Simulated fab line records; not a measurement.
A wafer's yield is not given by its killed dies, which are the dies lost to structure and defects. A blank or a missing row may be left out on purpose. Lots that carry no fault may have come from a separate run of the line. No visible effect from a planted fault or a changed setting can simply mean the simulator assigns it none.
fab line records | flow gf180mcu
record: lots: 5 wafers: 23
route steps=602 shown STI@4 DNWELL@40 LVPWELL@62 MVSD@68 MVPSD@86 VT_IMPLANT@92
startH: hours from the record's first day to the start of the lot's first wafer shown | waitH: hours from the lot's prior step to this one | " identical to the entry in the row above | L1.1+2: several wafers, shown together as one row | - no value, or no start given | * or withheld: withheld | < > ~ a bound
route shown NAME@n: a module of which the file shows steps, and the number in the route of the first | usual: the fault-free wafers' mean and standard deviation | same: alike in all rows | chamber/n: place in a boat | sites: the reading at each site | _std_site: standard deviation of those values | _edge_site: outer sites' mean less inner sites' | radiusMm: how far each site lies from the wafer's centre | mask NAME#n: copy n | behind: tool/chamber where the wafer was last shaped | hold: reason for holding the lot/hours on hold/outcome of the hold | device: names the non-switching transistor (n, p or np) | end of line: tests of these same wafers at the route's end | step lacking rows: just its recipe | killed: count of dies lost to structure and defects at first sort (not the wafer's yield) | map: a wafer's dies, marking killed ones x, the rest . and places with no die _
set.NAME: setting as actually run; set.NAME@STEP: the setting as run at that earlier step | model.NAME: the simulator's own value behind a step, which no gauge read
one table per step and one row per wafer, for lots whose settings were changed on purpose
== steps ==
step: GF_STI_CVD_03
recipe: material: Si3N4 precursor: DCS/NH3 targetThkNm: 207.16 tempC: 770 timeS: 3551 pressureMtorr: 250
columns lot.wafer tool chamber startH waitH set.timeS model.Si3N4_of_STI_CVD_03.thkNm
L075.1 - - - 0.1 3551 207.3
L075.3 " - " " 3551 206.8
L075.4 " - " " 3551 206.2
L075.5 " - " " 3551 207.8
L075.6 " - " " 3551 209.3
L076.3 lpcvd-01 0 23.08 0.0 3551 207.4
L076.4 " 0 " " 3551 207.8
L076.6 " 0 " " 3551 207.3
L079.2 - - - 0.0 4012 232.4
L079.3 " - " " 4012 230.8
L079.4 " - " " 4012 232.8
L079.5+6 " - " " 4012 233.9
L083.1 - - - 0.1 3988 231.5
L083.2 " - " " 3988 232.1
L083.3 " - " " 3988 232.4
L083.5 " - " " 3988 232.3
L083.6 " - " " 3988 231.3
L084.1 - - - 0.1 3551 202.4
L084.2 " - " " 3551 202.6
L084.3 " - " " 3551 204
L084.4 " - " " 3551 202.8
L084.6 " - " " 3551 203.6
step: GF_STI_THK_MEAS_04
recipe: reads: Si3N4_of_STI_CVD_03
usual: STI_CVD_03_THK: 206.0/2
columns lot.wafer tool chamber startH waitH set.timeS@STI_CVD_03 STI_CVD_03_THK[nm]
L075.1 filmMetro-01 - - - 3551 207.4
L075.3 " - " " 3551 206.6
L075.4 " - " " 3551 206.2
L075.5 " - " " 3551 207.8
L075.6 " - " " 3551 209.3
L076.3 filmMetro-02 - 25.14 0.1 3551 207.4
L076.4 " - " " 3551 207.9
L076.6 " - " " 3551 207.4
L079.2 filmMetro-01 - - - 4012 232.4
L079.3 " - " " 4012 230.7
L079.4 " - " " 4012 232.9
L079.5 " - " " 4012 233.8
L079.6 " - " " 4012 233.9
L083.1 filmMetro-02 - - - 3988 231.5
L083.2 " - " " 3988 232.0
L083.3 " - " " 3988 232.5
L083.5 " - " " 3988 232.2
L083.6 " - " " 3988 231.5
L084.1 filmMetro-02 - - - 3551 202.4
L084.2 " - " " 3551 202.6
L084.3 " - " " 3551 204.0
L084.4 " - " " 3551 202.7
L084.6 " - " " 3551 203.7
step: GF_STI_DEVELOP_11
recipe: developTimeS: 60 devTempC: 21
columns lot.wafer tool chamber startH waitH set.developTimeS
L075.1+3+4+5+6 lithoTrack-04 0 30.82 0.2 60
L076.3+4+6 lithoTrack-04 0 35.82 0.1 60
L079.2+3+6 lithoTrack-02 0 50.10 0.2 63.12
L079.4+5 " 0 " " 60
L083.1+2+3 lithoTrack-04 0 70.97 0.2 60
L083.5+6 " 0 " " 64.77
L084.1+2+3 lithoTrack-01 0 75.38 0.2 53.98
L084.4+6 " 0 " " 60
step: GF_STI_ETCH_13
recipe: chemistry: CHF3/O2 stopOn: Si overEtchFrac: 0.3 targetDepthA: 2823.1 sourceW: 600 biasW: 200 pressureMtorr: 40 chf3FlowSccm: 50 O2_flow_sccm: 5 timeS: 112.9
usual: oesProductAu: 0.830/0.0066
columns lot.wafer tool chamber startH waitH set.timeS@STI_CVD_03 oesProductAu model.etch.depthNm
L075.1 rieDiel-04 3 31.09 0.1 3551 0.835 -
L075.3 " 1 " " 3551 0.834 -
L075.4 " 2 " " 3551 0.834 -
L075.5 " 3 " " 3551 0.838 -
L075.6 " 0 " " 3551 0.827 -
L076.3 rieDiel-03 3 36.04 0.1 3551 0.823 207.4
L076.4 " 0 " " 3551 0.830 207.8
L076.6 " 2 " " 3551 0.831 207.3
L079.2 rieDiel-03 3 50.34 0.1 4012 0.890 232.4
L079.3 " 1 " " 4012 0.890 -
L079.4 " 0 " " 4012 0.892 -
L079.5 " 2 " " 4012 0.891 233.9
L079.6 " 1 " " 4012 0.891 -
L083.1 rieDiel-03 0 71.24 0.1 3988 0.889 -
L083.2 " 2 " " 3988 0.883 -
L083.3 " 1 " " 3988 0.895 -
L083.5 " 2 " " 3988 0.890 -
L083.6 " 1 " " 3988 0.883 231.3
L084.1 rieDiel-04 2 75.65 0.1 3551 0.816 -
L084.2 " 3 " " 3551 0.826 -
L084.3 " 0 " " 3551 0.828 -
L084.4 " 2 " " 3551 0.825 202.8
L084.6 " 3 " " 3551 0.829 -
step: GF_DNWELL_STRIP_08
recipe: chemistry: O2/N2 powerW: 1400 pressureMtorr: 1500 platenTempC: 250 o2FlowSccm: 3000 n2FlowSccm: 300 overashFraction: 0.5
usual: oesProductAu: 0.723/0.0048 stripTimeToEndpointS: 37.04/0.11
columns lot.wafer tool chamber startH waitH set.platenTempC oesProductAu stripTimeToEndpointS
L075.1 plasmaAsher-04 0 47.53 0.1 243.3 0.664 42.03
L075.3 " 0 " " 250 0.725 37.09
L075.4 " 1 " " 243.3 0.668 42.07
L075.5 " 1 " " 243.3 0.666 41.97
L075.6 " 0 " " 250 0.721 37.01
L076.3 plasmaAsher-02 1 52.82 0.1 250 0.724 37.13
L076.4 " 0 " " 250 0.723 37.07
L076.6 " 0 " " 250 0.731 37.19
L079.2 plasmaAsher-04 1 67.63 0.1 246.8 0.696 39.30
L079.3 " 0 " " 250 0.724 37.07
L079.4 " 1 " " 246.8 0.700 39.37
L079.5 " 1 " " 246.8 0.692 39.25
L079.6 " 0 " " 250 0.715 37.11
L083.1 plasmaAsher-01 1 90.43 0.1 250 0.716 36.82
L083.2 " 0 " " 247.3 0.699 38.79
L083.3 " 0 " " 247.3 0.694 38.74
L083.5 " 1 " " 247.3 0.701 38.83
L083.6 " 0 " " 250 0.725 36.71
L084.1 plasmaAsher-04 1 94.23 0.1 250 0.727 37.15
L084.2 " 0 " " 250 0.734 37.09
L084.3 " 1 " " 250 0.721 37.10
L084.4 " 0 " " 250 0.714 37.15
L084.6 " 0 " " 250 0.725 37.09
step: GF_LVPWELL_IMPLANT_08
recipe: species: B energyKev: 170 doseCm2: 1.5e+13 tiltDeg: 0
columns lot.wafer tool chamber startH waitH set.doseCm2
L075.1+4+6 implanter-01 0 73.17 0.0 1.637e+13
L075.3+5 " 0 " " 1.5e+13
L076.3+4+6 implanter-01 0 78.66 0.1 1.5e+13
L079.2+3+5 implanter-02 0 95.69 0.0 1.5e+13
L079.4+6 " 0 " " 1.599e+13
L083.1+2 implanter-02 0 120.37 0.0 1.264e+13
L083.3+5+6 " 0 " " 1.5e+13
L084.1+4 implanter-04 0 124.35 0.0 1.5e+13
L084.2+3+6 " 0 " " 1.325e+13
step: GF_LVPWELL_IMPLANT_09
recipe: species: B energyKev: 60 doseCm2: 5e+12 tiltDeg: 0
step: GF_LVPWELL_STRIP_10
recipe: chemistry: O2/N2 powerW: 1400 pressureMtorr: 1500 platenTempC: 250 o2FlowSccm: 3000 n2FlowSccm: 300 overashFraction: 0.5
step: GF_LVPWELL_TW_MEAS_11
usual: LVPWELL_TW: 562/7.2
columns lot.wafer tool chamber startH waitH set.doseCm2@LVPWELL_IMPLANT_08 LVPWELL_TW
L075.1 filmMetro-01 - 73.57 0.1 1.637e+13 559
L075.3 " - " " 1.5e+13 550
L075.4 " - " " 1.637e+13 565
L075.5 " - " " 1.5e+13 552
L075.6 " - " " 1.637e+13 566
L076.3 filmMetro-01 - 79.03 0.1 1.5e+13 553
L076.4 " - " " 1.5e+13 553
L076.6 " - " " 1.5e+13 553
L079.2 filmMetro-03 - 96.08 0.1 1.5e+13 564
L079.3 " - " " 1.5e+13 565
L079.4 " - " " 1.599e+13 574
L079.5 " - " " 1.5e+13 567
L079.6 " - " " 1.599e+13 576
L083.1 filmMetro-01 - 120.77 0.1 1.264e+13 529
L083.2 " - " " 1.264e+13 528
L083.3 " - " " 1.5e+13 550
L083.5 " - " " 1.5e+13 553
L083.6 " - " " 1.5e+13 551
L084.1 filmMetro-03 - 124.75 0.1 1.5e+13 572
L084.2 " - " " 1.325e+13 547
L084.3 " - " " 1.325e+13 550
L084.4 " - " " 1.5e+13 566
L084.6 " - " " 1.325e+13 550
step: GF_MVSD_COAT_02
recipe: spinRpm: 2000 resistThkNm: 3000
columns lot.wafer tool chamber startH waitH set.resistThkNm model.coat_of_MVSD_COAT_02.thkNm
L075.1 lithoTrack-04 0 80.27 0.1 3000 3013
L075.3 " 0 " " 3176 3192
L075.4 " 0 " " 3176 3189
L075.5 " 0 " " 3176 3190
L075.6 " 0 " " 3000 3012
L076.3 lithoTrack-04 0 85.17 0.1 3000 3010
L076.4 " 0 " " 3000 3005
L076.6 " 0 " " 3000 3009
L079.2 lithoTrack-02 0 102.90 0.1 2902 2908
L079.3 " 0 " " 3000 2999
L079.4 " 0 " " 3000 3003
L079.5 " 0 " " 3000 3008
L079.6 " 0 " " 2902 2911
L083.1 lithoTrack-04 0 128.37 0.1 3179 3187
L083.2 " 0 " " 3000 3011
L083.3 " 0 " " 3000 3006
L083.5 " 0 " " 3179 3190
L083.6 " 0 " " 3179 3189
L084.1 lithoTrack-04 0 132.52 0.1 3144 3164
L084.2 " 0 " " 3000 3015
L084.3 " 0 " " 3144 3162
L084.4 " 0 " " 3000 3012
L084.6 " 0 " " 3000 3018
step: GF_MVSD_SOFTBAKE_03
recipe: tempC: 110 timeS: withheld
step: GF_MVSD_EXPOSE_04
recipe: maskId: MVSD targetCdNm: 1000 na: 0.6 sourceShape: conventional sigmaOuter: 0.6 doseMj: 260
step: GF_MVSD_IMPLANT_08
recipe: species: P energyKev: 400 doseCm2: 1.6e+13 tiltDeg: 0
step: GF_MVSD_IMPLANT_09
recipe: species: P energyKev: 100 doseCm2: 5e+12 tiltDeg: 0
step: GF_MVSD_STRIP_10
recipe: chemistry: O2/N2 powerW: 1400 pressureMtorr: 1500 platenTempC: 250 o2FlowSccm: 3000 n2FlowSccm: 300 overashFraction: 0.5
usual: stripTimeToEndpointS: 37.08/0.09
columns lot.wafer tool chamber startH waitH set.resistThkNm@MVSD_COAT_02 stripTimeToEndpointS
L075.1 plasmaAsher-04 0 89.07 0.1 3000 37.12
L075.3 " 0 " " 3176 39.12
L075.4 " 1 " " 3176 39.10
L075.5 " 1 " " 3176 39.12
L075.6 " 0 " " 3000 37.08
L076.3 plasmaAsher-01 0 92.05 0.1 3000 37.08
L076.4 " 1 " " 3000 37.00
L076.6 " 0 " " 3000 37.07
L079.2 plasmaAsher-03 1 110.71 0.1 2902 35.90
L079.3 " 1 " " 3000 36.94
L079.4 " 0 " " 3000 36.96
L079.5 " 1 " " 3000 37.04
L079.6 " 0 " " 2902 35.95
L083.1 plasmaAsher-01 0 136.56 0.1 3179 39.08
L083.2 " 1 " " 3000 37.10
L083.3 " 1 " " 3000 37.01
L083.5 " 1 " " 3179 39.12
L083.6 " 0 " " 3179 39.12
L084.1 plasmaAsher-01 1 140.50 0.1 3144 38.81
L084.2 " 0 " " 3000 37.13
L084.3 " 0 " " 3144 38.77
L084.4 " 1 " " 3000 37.08
L084.6 " 1 " " 3000 37.17
step: GF_MVPSD_IMPLANT_08
recipe: species: B energyKev: 170 doseCm2: 1.5e+13 tiltDeg: 0
columns lot.wafer tool chamber startH waitH set.doseCm2
L075.1+3+6 implanter-03 0 103.22 0.0 1.5e+13
L075.4+5 " 0 " " 1.398e+13
L076.3+4+6 implanter-01 0 105.62 0.1 1.5e+13
L079.2+3 implanter-03 0 125.84 0.0 1.422e+13
L079.4+5+6 " 0 " " 1.5e+13
L083.1+2+3+5+6 implanter-02 0 152.60 0.0 1.5e+13
L084.1+3+6 implanter-03 0 156.72 0.0 1.461e+13
L084.2+4 " 0 " " 1.5e+13
step: GF_VT_IMPLANT_COAT_02
recipe: resist: NOVOLAK spinRpm: 3000 resistThkNm: 1000
columns lot.wafer tool chamber startH waitH set.spinRpm model.NOVOLAK_of_VT_IMPLANT_COAT_02.thkNm
L075.1 lithoTrack-03 0 111.23 0.1 3135 974.1
L075.3 " 0 " " 3000 998.3
L075.4 " 0 " " 3000 1000
L075.5 " 0 " " 3135 977
L075.6 " 0 " " 3000 995
L076.3 lithoTrack-02 0 113.47 0.1 3000 1001
L076.4 " 0 " " 3000 999.8
L076.6 " 0 " " 3000 1000
L079.2+3 lithoTrack-03 0 133.66 0.1 3000 1001
L079.4 " 0 " " 3000 998.2
L079.5 " 0 " " 3172 970
L079.6 " 0 " " 3172 973.3
L083.1 lithoTrack-03 0 160.98 0.1 3000 1004
L083.2 " 0 " " 3107 984.5
L083.3+6 " 0 " " 3000 1002
L083.5 " 0 " " 3107 981
L084.1 lithoTrack-03 0 165.68 0.1 3000 998.1
L084.2 " 0 " " 3000 999.1
L084.3 " 0 " " 2917 1012
L084.4 " 0 " " 2917 1013
L084.6 " 0 " " 2917 1010
step: GF_VT_IMPLANT_SOFTBAKE_03
recipe: tempC: 90 timeS: 60 resist: NOVOLAK
step: GF_VT_IMPLANT_EXPOSE_04
recipe: maskId: LVPWELL_LV_AREA targetCdNm: 600 na: 0.6 sourceShape: conventional sigmaOuter: 0.6 doseMj: 140
step: GF_VT_IMPLANT_IMPLANT_08
recipe: species: BF2 energyKev: 20 doseCm2: 8.29e+12 tiltDeg: 7
step: GF_VT_IMPLANT_STRIP_09
recipe: chemistry: O2/N2 powerW: 1400 pressureMtorr: 1500 platenTempC: 250 o2FlowSccm: 3000 n2FlowSccm: 300 overashFraction: 0.5
usual: stripTimeToEndpointS: 12.64/0.031
columns lot.wafer tool chamber startH waitH set.spinRpm@VT_IMPLANT_COAT_02 stripTimeToEndpointS
L075.1 plasmaAsher-03 1 119.17 0.1 3135 12.32
L075.3 " 1 " " 3000 12.61
L075.4 " 0 " " 3000 12.64
L075.5 " 0 " " 3135 12.36
L075.6 " 1 " " 3000 12.56
L076.3 plasmaAsher-01 1 121.35 0.1 3000 12.63
L076.4 " 0 " " 3000 12.62
L076.6 " 1 " " 3000 12.61
L079.2 plasmaAsher-01 1 142.01 0.1 3000 12.63
L079.3 " 1 " " 3000 12.63
L079.4 " 0 " " 3000 12.61
L079.5 " 1 " " 3172 12.28
L079.6 " 0 " " 3172 12.32
L083.1 plasmaAsher-02 0 169.22 0.1 3000 12.67
L083.2 " 1 " " 3107 12.45
L083.3 " 0 " " 3000 12.66
L083.5 " 1 " " 3107 12.40
L083.6 " 0 " " 3000 12.66
L084.1 plasmaAsher-01 0 174.56 0.1 3000 12.60
L084.2 " 1 " " 3000 12.63
L084.3 " 0 " " 2917 12.76
L084.4 " 1 " " 2917 12.78
L084.6 " 0 " " 2917 12.74
step: GF_VT_IMPLANT_COAT_13
recipe: resist: NOVOLAK spinRpm: 3000 resistThkNm: 1000
columns lot.wafer tool chamber startH waitH set.spinRpm model.NOVOLAK_of_VT_IMPLANT_COAT_13.thkNm
L075.1 lithoTrack-03 0 126.73 0.1 3099 978.6
L075.3 " 0 " " 3000 999.5
L075.4 " 0 " " 3099 980.1
L075.5 " 0 " " 3099 981
L075.6 " 0 " " 3000 996
L076.3 lithoTrack-02 0 129.12 0.1 3000 999.7
L076.4 " 0 " " 3000 1001
L076.6 " 0 " " 3000 998.7
L079.2+5 lithoTrack-01 0 149.46 0.1 3000 1005
L079.3 " 0 " " 3000 1009
L079.4+6 " 0 " " 2870 1027
L083.1 lithoTrack-01 0 176.93 0.1 3000 1002
L083.2 " 0 " " 3148 982.3
L083.3 " 0 " " 3148 983
L083.5 " 0 " " 3148 983.7
L083.6 " 0 " " 3000 1005
L084.1 lithoTrack-02 0 183.02 0.1 3170 975.4
L084.2 " 0 " " 3000 1005
L084.3 " 0 " " 3170 973.9
L084.4 " 0 " " 3170 974
L084.6 " 0 " " 3000 1001
step: GF_VT_IMPLANT_IMPLANT_19
recipe: species: As energyKev: 100 doseCm2: 4.35e+12 tiltDeg: 7
columns lot.wafer tool chamber startH waitH set.energyKev model.implant.rpNm model.implant.drpNm
L075.1+3 implanter-03 0 134.36 0.0 100 57.51 24.08
L075.4+5+6 " 0 " " 108.2 61.72 25.7
L076.3+4+6 implanter-04 0 136.61 0.1 100 56.29 24.08
L079.2+5 implanter-02 0 157.99 0.0 100 56.89 24.08
L079.3+4+6 " 0 " " 106.9 60.39 25.44
L083.1+3+5 implanter-03 0 185.82 0.0 100 59.8 24.08
L083.2+6 " 0 " " 105.8 62.9 25.23
L084.1+4+6 implanter-03 0 191.81 0.0 103.6 59.63 24.79
L084.2+3 " 0 " " 100 57.77 24.08
step: GF_VT_IMPLANT_STRIP_20
recipe: chemistry: O2/N2 powerW: 1400 pressureMtorr: 1500 platenTempC: 250 o2FlowSccm: 3000 n2FlowSccm: 300 overashFraction: 0.5
usual: stripTimeToEndpointS: 12.66/0.04
columns lot.wafer tool chamber startH waitH set.spinRpm@VT_IMPLANT_COAT_13 stripTimeToEndpointS
L075.1 plasmaAsher-02 1 134.51 0.1 3099 12.38
L075.3 " 0 " " 3000 12.62
L075.4 " 1 " " 3099 12.38
L075.5 " 0 " " 3099 12.40
L075.6 " 1 " " 3000 12.58
L076.3 plasmaAsher-03 1 136.74 0.1 3000 12.60
L076.4 " 0 " " 3000 12.62
L076.6 " 0 " " 3000 12.61
L079.2 plasmaAsher-03 0 158.12 0.1 3000 12.68
L079.3 " 0 " " 3000 12.73
L079.4 " 1 " " 2870 12.89
L079.5 " 1 " " 3000 12.68
L079.6 " 0 " " 2870 12.87
L083.1 plasmaAsher-02 0 185.97 0.1 3000 12.66
L083.2 " 1 " " 3148 12.41
L083.3 " 1 " " 3148 12.43
L083.5 " 0 " " 3148 12.43
L083.6 " 1 " " 3000 12.68
L084.1 plasmaAsher-02 1 191.96 0.1 3170 12.35
L084.2 " 0 " " 3000 12.70
L084.3 " 1 " " 3170 12.32
L084.4 " 0 " " 3170 12.32
L084.6 " 1 " " 3000 12.63
step: GF_VT_IMPLANT_IMPLANT_30
recipe: species: B energyKev: 25 doseCm2: 2.534e+12 tiltDeg: 7
columns lot.wafer tool chamber startH waitH set.doseCm2
L075.1+4+6 implanter-03 0 150.56 0.0 2.855e+12
L075.3+5 " 0 " " 2.534e+12
L076.3+4+6 implanter-03 0 152.26 0.1 2.534e+12
L079.2+3+4+5+6 implanter-04 0 175.03 0.0 2.534e+12
L083.1+2+5 implanter-03 0 203.12 0.0 2.534e+12
L083.3+6 " 0 " " 2.848e+12
L084.1+2+4 implanter-02 0 210.97 0.0 2.721e+12
L084.3+6 " 0 " " 2.534e+12
== key ==
split: step: GF_STI_CVD_03 setting: timeS stated: 3551 by: lot
response: step: GF_STI_CVD_03 reading: model.Si3N4_of_STI_CVD_03.thkNm change: +2.1 per: 1% r: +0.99
response: step: GF_STI_THK_MEAS_04 reading: STI_CVD_03_THK change: +2.1 per: 1% r: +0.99
response: step: GF_STI_ETCH_13 reading: oesProductAu change: +0.00478 per: 1% r: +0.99
response: step: GF_STI_ETCH_13 reading: model.etch.depthNm change: +2.06 per: 1% r: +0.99
split: step: GF_STI_DEVELOP_11 setting: developTimeS stated: 60 by: wafer
response none clear
split: step: GF_DNWELL_STRIP_08 setting: platenTempC stated: 250 by: wafer
response: step: GF_DNWELL_STRIP_08 reading: oesProductAu change: +0.0205 per: 1% r: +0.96
response: step: GF_DNWELL_STRIP_08 reading: stripTimeToEndpointS change: * per: 1% r: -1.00
split: step: GF_LVPWELL_IMPLANT_08 setting: doseCm2 stated: 1.5e+13 by: wafer
response: step: GF_LVPWELL_TW_MEAS_11 reading: LVPWELL_TW change: +1.51 per: 1% r: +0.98
split: step: GF_MVSD_COAT_02 setting: resistThkNm stated: 3000 by: wafer
response: step: GF_MVSD_COAT_02 reading: model.coat_of_MVSD_COAT_02.thkNm change: +30.2 per: 1% r: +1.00
response: step: GF_MVSD_STRIP_10 reading: stripTimeToEndpointS change: * per: 1% r: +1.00
split: step: GF_MVPSD_IMPLANT_08 setting: doseCm2 stated: 1.5e+13 by: wafer
response none in this file
split: step: GF_VT_IMPLANT_COAT_02 setting: spinRpm stated: 3000 by: wafer
response: step: GF_VT_IMPLANT_COAT_02 reading: model.NOVOLAK_of_VT_IMPLANT_COAT_02.thkNm change: -5.05 per: 1% r: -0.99
response: step: GF_VT_IMPLANT_STRIP_09 reading: stripTimeToEndpointS change: * per: 1% r: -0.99
split: step: GF_VT_IMPLANT_COAT_13 setting: spinRpm stated: 3000 by: wafer
response: step: GF_VT_IMPLANT_COAT_13 reading: model.NOVOLAK_of_VT_IMPLANT_COAT_13.thkNm change: -4.78 per: 1% r: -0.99
response: step: GF_VT_IMPLANT_STRIP_20 reading: stripTimeToEndpointS change: * per: 1% r: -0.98
split: step: GF_VT_IMPLANT_IMPLANT_19 setting: energyKev stated: 100 by: wafer
response: step: GF_VT_IMPLANT_IMPLANT_19 reading: model.implant.rpNm change: +0.517 per: 1% r: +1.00
response: step: GF_VT_IMPLANT_IMPLANT_19 reading: model.implant.drpNm change: +0.197 per: 1% r: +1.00
split: step: GF_VT_IMPLANT_IMPLANT_30 setting: doseCm2 stated: 2.534e+12 by: wafer
response none in this file
